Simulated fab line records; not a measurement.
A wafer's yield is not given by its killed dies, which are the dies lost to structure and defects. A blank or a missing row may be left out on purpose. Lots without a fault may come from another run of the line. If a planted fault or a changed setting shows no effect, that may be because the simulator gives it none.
Which tool was responsible? + flow gf180mcu + 37 wafers from 13 lots sampled at 4 of the route's 602 steps

WHAT THE GAUGES SHOWED, per wafer
GF_M1_CD_MEAS_14 targets a cd of 230 nm.
| lot  | measured     | on       | cdNm (nm)         |
|------|--------------|----------|-------------------|
| L387 | day 16 21:04 | cdSem-02 | 228.7 228.1 228.4 |
| L388 | day 17 01:37 | cdSem-02 | 230.7 231.1 231.2 |
| L390 | day 18 01:11 | cdSem-02 | 230.1 230.0 229.2 |
| L396 | day 20 15:15 | cdSem-02 | 177.5 178.0       |
| L397 | day 21 02:32 | cdSem-02 | 178.0 230.2 230.4 |
| L399 | day 21 19:46 | cdSem-01 | 227.7 176.8       |
| L401 | day 22 11:58 | cdSem-01 | 228.8 229.7 228.5 |
| L405 | day 23 19:52 | cdSem-02 | 232.2 231.3 231.2 |
| L406 | day 24 10:10 | cdSem-01 | 230.2 229.7 229.3 |
| L407 | day 24 11:28 | cdSem-02 | 229.8 229.4 228.7 |
| L408 | day 24 22:35 | cdSem-02 | 229.2 229.9 229.7 |
| L409 | day 25 01:53 | cdSem-02 | 231.3 230.7 230.5 |
| L410 | day 25 09:29 | cdSem-02 | 229.1 229.0 229.8 |

WHICH TOOL RAN EACH LOT (tool, then ch and the chambers of the sampled wafers, then the start)
| lot  | GF_M1_SPUTTER_03            | GF_M1_SPUTTER_04            | GF_M1_EXPOSE_11                  |
|------|-----------------------------|-----------------------------|----------------------------------|
| L387 | pvdSputter-01, day 15 23:28 | pvdSputter-01, day 15 23:29 | krfScanner-01 ch 0, day 16 10:14 |
| L388 | pvdSputter-04, day 16 03:37 | pvdSputter-04, day 16 03:38 | krfScanner-02 ch 0, day 16 14:06 |
| L390 | pvdSputter-02, day 17 01:43 | pvdSputter-02, day 17 01:44 | krfScanner-02 ch 0, day 17 13:38 |
| L396 | pvdSputter-02, day 19 15:36 | pvdSputter-02, day 19 15:37 | krfScanner-02 ch 0, day 20 03:16 |
| L397 | pvdSputter-04, day 20 03:02 | pvdSputter-04, day 20 03:04 | krfScanner-02 ch 0, day 20 15:25 |
| L399 | pvdSputter-04, day 20 19:50 | pvdSputter-04, day 20 19:51 | krfScanner-02 ch 0, day 21 08:18 |
| L401 | pvdSputter-04, day 21 12:28 | pvdSputter-04, day 21 12:29 | krfScanner-01 ch 0, day 22 00:15 |
| L405 | pvdSputter-01, day 22 21:25 | pvdSputter-01, day 22 21:26 | krfScanner-01 ch 0, day 23 09:14 |
| L406 | pvdSputter-04, day 23 12:11 | pvdSputter-04, day 23 12:13 | krfScanner-01 ch 0, day 23 22:58 |
| L407 | pvdSputter-04, day 23 13:20 | pvdSputter-04, day 23 13:21 | krfScanner-02 ch 0, day 24 00:13 |
| L408 | pvdSputter-01, day 24 00:24 | pvdSputter-01, day 24 00:25 | krfScanner-01 ch 0, day 24 12:23 |
| L409 | pvdSputter-04, day 24 04:11 | pvdSputter-04, day 24 04:13 | krfScanner-02 ch 0, day 24 15:35 |
| L410 | pvdSputter-02, day 24 12:34 | pvdSputter-02, day 24 12:36 | krfScanner-01 ch 0, day 24 23:28 |
- GF_M1_SPUTTER_03: material Ti, target thk 10 nm, time 6.7 s.
- GF_M1_SPUTTER_04: material TiN, target thk 50 nm, time 41.7 s.
- GF_M1_EXPOSE_11: exposes mask Metal1, target cd 230 nm.

WHAT THE TOOLS THEMSELVES READ (means of the sampled wafers that have a number; where no wafer has one, the mark that the record gives instead)
GF_M1_SPUTTER_03.
| lot  | tool          | throttleValvePct (%) |
|------|---------------|----------------------|
| L387 | pvdSputter-01 | 29.9                 |
| L388 | pvdSputter-04 | 30.7                 |
| L390 | pvdSputter-02 | 30.3                 |
| L396 | pvdSputter-02 | 30.2                 |
| L397 | pvdSputter-04 | 30.3                 |
| L399 | pvdSputter-04 | 30.4                 |
| L401 | pvdSputter-04 | 30.4                 |
| L405 | pvdSputter-01 | 29.8                 |
| L406 | pvdSputter-04 | 30.3                 |
| L407 | pvdSputter-04 | 30.7                 |
| L408 | pvdSputter-01 | 30.2                 |
| L409 | pvdSputter-04 | 30.3                 |
| L410 | pvdSputter-02 | 31.1                 |

GF_M1_SPUTTER_04.
| lot  | tool          | throttleValvePct (%) |
|------|---------------|----------------------|
| L387 | pvdSputter-01 | 29.9                 |
| L388 | pvdSputter-04 | 30.5                 |
| L390 | pvdSputter-02 | 30.1                 |
| L396 | pvdSputter-02 | 30.2                 |
| L397 | pvdSputter-04 | 30.6                 |
| L399 | pvdSputter-04 | 30.6                 |
| L401 | pvdSputter-04 | 30.3                 |
| L405 | pvdSputter-01 | 29.9                 |
| L406 | pvdSputter-04 | 30.5                 |
| L407 | pvdSputter-04 | 30.6                 |
| L408 | pvdSputter-01 | 30.2                 |
| L409 | pvdSputter-04 | 30.2                 |
| L410 | pvdSputter-02 | 31.0                 |

GF_M1_EXPOSE_11.
| lot  | tool          | reticleTempC (C) |
|------|---------------|------------------|
| L387 | krfScanner-01 | 22.92            |
| L388 | krfScanner-02 | 23.02            |
| L390 | krfScanner-02 | 23.10            |
| L396 | krfScanner-02 | 22.87            |
| L397 | krfScanner-02 | 22.99            |
| L399 | krfScanner-02 | 23.02            |
| L401 | krfScanner-01 | 23.04            |
| L405 | krfScanner-01 | 23.00            |
| L406 | krfScanner-01 | 23.04            |
| L407 | krfScanner-02 | 22.87            |
| L408 | krfScanner-01 | 23.06            |
| L409 | krfScanner-02 | 23.02            |
| L410 | krfScanner-01 | 23.07            |

THE ANSWER, worked out from the rows above alone
Rule: what is usual is taken from the lots themselves. The widest of any qualifying gaps counts: lots, ordered by their means at a reading, are off when they make up no more than a third of the lots, leave a main group of 4 or more, and stand apart from it by 3 or more times the standard deviation of that group's means. Not used: any main group whose means are identical at the precision the tables above print for the reading. A lot without any number at a reading at which 4 lots or more have one is off too. Any other lot the step has rows for is counted as sound. After the gauges, taken in route order, come the tools' own readings; for these a lot's mean is taken, as printed above. At the first step where some lot is off, the reading lying furthest off is the one used; lots without a number count as furthest.
Off: L396, L397, L399 (GF_M1_CD_MEAS_14, cdNm). Main group: mean 229.8 nm, sd 0.94.
If a tool, at a process step before that reading, ran all the lots that are off and no sound lot after the first of them, it fits. The gauges at GF_M1_CD_MEAS_14 are tried like those tools. None of those tried fits.

WHAT THE SIMULATOR PUT IN
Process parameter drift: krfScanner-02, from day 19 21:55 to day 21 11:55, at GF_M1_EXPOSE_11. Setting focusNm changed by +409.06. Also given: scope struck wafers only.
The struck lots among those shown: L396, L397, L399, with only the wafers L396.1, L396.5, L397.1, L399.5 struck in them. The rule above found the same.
